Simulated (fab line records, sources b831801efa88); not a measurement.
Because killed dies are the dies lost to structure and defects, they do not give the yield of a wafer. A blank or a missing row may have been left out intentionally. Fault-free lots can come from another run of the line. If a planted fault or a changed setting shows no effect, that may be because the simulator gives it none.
The tool behind it: which one?    flow gf180mcu    Sampling: 12 lots, 36 wafers, 5 of 602 route steps

WHAT EACH GAUGE READ, for each wafer
GF_STI_THK_MEAS_24.
lot   measured     on             STI_CVD_23_THK (nm)
L422  day 2 03:19  film metro-01  647 652 644
L423  day 2 08:52  film metro-03  643 648 651
L424  day 2 16:47  film metro-01  642 634 642
L425  day 2 19:03  film metro-01  650 647 655
L426  day 3 00:22  film metro-03  642 650 643
L430  day 3 20:37  film metro-03  649 648 589
L431  day 4 02:34  film metro-01  591 598 645
L436  day 5 03:46  film metro-02  647 647 652
L441  day 6 06:41  film metro-02  654 647 653
L442  day 6 12:00  film metro-02  651 645 644
L443  day 6 16:00  film metro-03  644 655 638
L445  day 7 05:38  film metro-01  656 652 655

GF_DUAL_GATE_OVL_MEAS_11.
lot   measured      on          DUAL_GATE_OVL (nm)
L422  day 8 07:28   overlay-02  1.4 0.7 1.4
L423  day 8 15:17   overlay-01  1.8 -1.0 1.6
L424  day 9 02:52   overlay-01  1.9 2.8 1.5
L425  day 9 08:21   overlay-02  -1.6 -1.3 -1.1
L426  day 9 13:01   overlay-02  -0.6 0.0 -0.3
L430  day 10 14:58  overlay-02  1.8 1.5 1.6
L431  day 11 02:16  overlay-02  2.5 -0.2 0.8
L436  day 12 12:04  overlay-02  2.6 2.4 3.1
L441  day 14 03:12  overlay-01  3.2 2.1 4.0
L442  day 14 07:31  overlay-01  1.5 2.1 0.7
L443  day 14 12:04  overlay-02  0.4 0.4 0.0
L445  day 15 09:43  overlay-02  2.2 2.7 2.7

GF_POLY_GATE_THK_MEAS_01.
lot   measured      on             POLY_GATE_CVD_00_THK (nm)
L422  day 8 11:31   film metro-03  200.4 198.5 197.9
L423  day 8 18:27   film metro-01  199.1 198.6 199.0
L424  day 9 08:22   film metro-03  199.0 200.3 200.1
L425  day 9 11:31   film metro-03  196.9 197.0 195.8
L426  day 9 17:14   film metro-01  202.5 203.7 204.3
L430  day 10 18:17  film metro-04  197.3 197.8 196.3
L431  day 11 05:26  film metro-03  200.8 201.2 199.3
L436  day 12 15:36  film metro-03  201.2 200.0 203.2
L441  day 14 06:22  film metro-03  199.8 199.5 198.4
L442  day 14 11:05  film metro-01  199.6 198.4 199.1
L443  day 14 15:53  film metro-04  202.8 202.6 202.1
L445  day 15 14:55  film metro-01  197.7 197.4 197.1

TOOL THAT RAN EACH LOT (tool first, then ch and the chambers of the sampled wafers, then the start)
lot   GF_STI_CVD_23                    GF_STI_CMP_25
L422  hdpcvd-01 ch 1,2, day 2 03:14    cmp-02 ch 0,2, day 2 03:25
L423  hdpcvd-02 ch 0,1, day 2 08:46    cmp-01 ch 0,1, day 2 08:55
L424  hdpcvd-02 ch 0,1,2, day 2 16:42  cmp-01 ch 0,2, day 2 16:50
L425  hdpcvd-02 ch 0,1,2, day 2 18:59  cmp-01 ch 1,2, day 2 19:05
L426  hdpcvd-01 ch 0,2, day 3 00:17    cmp-02 ch 0,1,2, day 3 00:31
L430  hdpcvd-02 ch 0,1,2, day 3 20:31  cmp-01 ch 1,2, day 3 20:43
L431  hdpcvd-02 ch 0,1, day 4 02:29    cmp-02 ch 1,2, day 4 02:40
L436  hdpcvd-01 ch 0,1, day 5 03:41    cmp-01 ch 0,1,2, day 5 03:52
L441  hdpcvd-01 ch 0,1, day 6 06:36    cmp-02 ch 0,2, day 6 06:44
L442  hdpcvd-01 ch 0,1, day 6 11:56    cmp-01 ch 0,1,3, day 6 12:07
L443  hdpcvd-01 ch 0,1,2, day 6 15:55  cmp-01 ch 1,2,3, day 6 16:17
L445  hdpcvd-02 ch 1,2, day 7 05:33    cmp-02 ch 1,3, day 7 05:47
- GF_STI_CVD_23: deposits SiO2, target thk 650 nm, time 108.3 s.
- GF_STI_CMP_25: polishes, stops on Si3N4, t overpolish 33 s, target thk 524.6 nm.

WHAT THE TOOLS THEMSELVES READ (means of the sampled wafers that have a number; where no wafer has one, the mark that the record gives instead)
GF_STI_CMP_25.
lot   tool    edge zone pressure frac  motor current A (A)  time to endpoint s (s)
L422  cmp-02  0.997                    13.4                 122
L423  cmp-01  1.001                    12.0                 128
L424  cmp-01  0.992                    12.4                 126
L425  cmp-01  1.001                    12.0                 128
L426  cmp-02  0.998                    12.3                 121
L430  cmp-01  1.001                    12.1                 121
L431  cmp-02  1.004                    12.0                 119
L436  cmp-01  1.001                    11.9                 123
L441  cmp-02  1.005                    12.7                 129
L442  cmp-01  1.002                    12.4                 127
L443  cmp-01  1.006                    12.6                 132
L445  cmp-02  1.000                    11.8                 133

THE ANSWER, worked out from the rows above alone
Rule: what is usual is taken from the lots themselves. The widest of any qualifying gaps counts: lots, ordered by their means at a reading, are off when they make up no more than a third of the lots, leave a main group of 4 or more, and stand apart from it by 3 or more times the standard deviation of that group's means. The tables above print the reading to a certain number of digits; a main group whose means all agree to those digits is not used. Also off: a lot with no number at a reading for which 4 or more lots have one. Where the step has rows for the other lots, those lots are counted as sound. After the gauges, taken in route order, come the tools' own readings; for these a lot's mean is taken, as printed above. The first step at which some lot is off is used, and at that step the reading that is off furthest; a lot without a number counts as furthest.
None of the lots is off at any reading shown; this tells nothing.

WHAT HAD BEEN PUT IN BY THE SIMULATOR
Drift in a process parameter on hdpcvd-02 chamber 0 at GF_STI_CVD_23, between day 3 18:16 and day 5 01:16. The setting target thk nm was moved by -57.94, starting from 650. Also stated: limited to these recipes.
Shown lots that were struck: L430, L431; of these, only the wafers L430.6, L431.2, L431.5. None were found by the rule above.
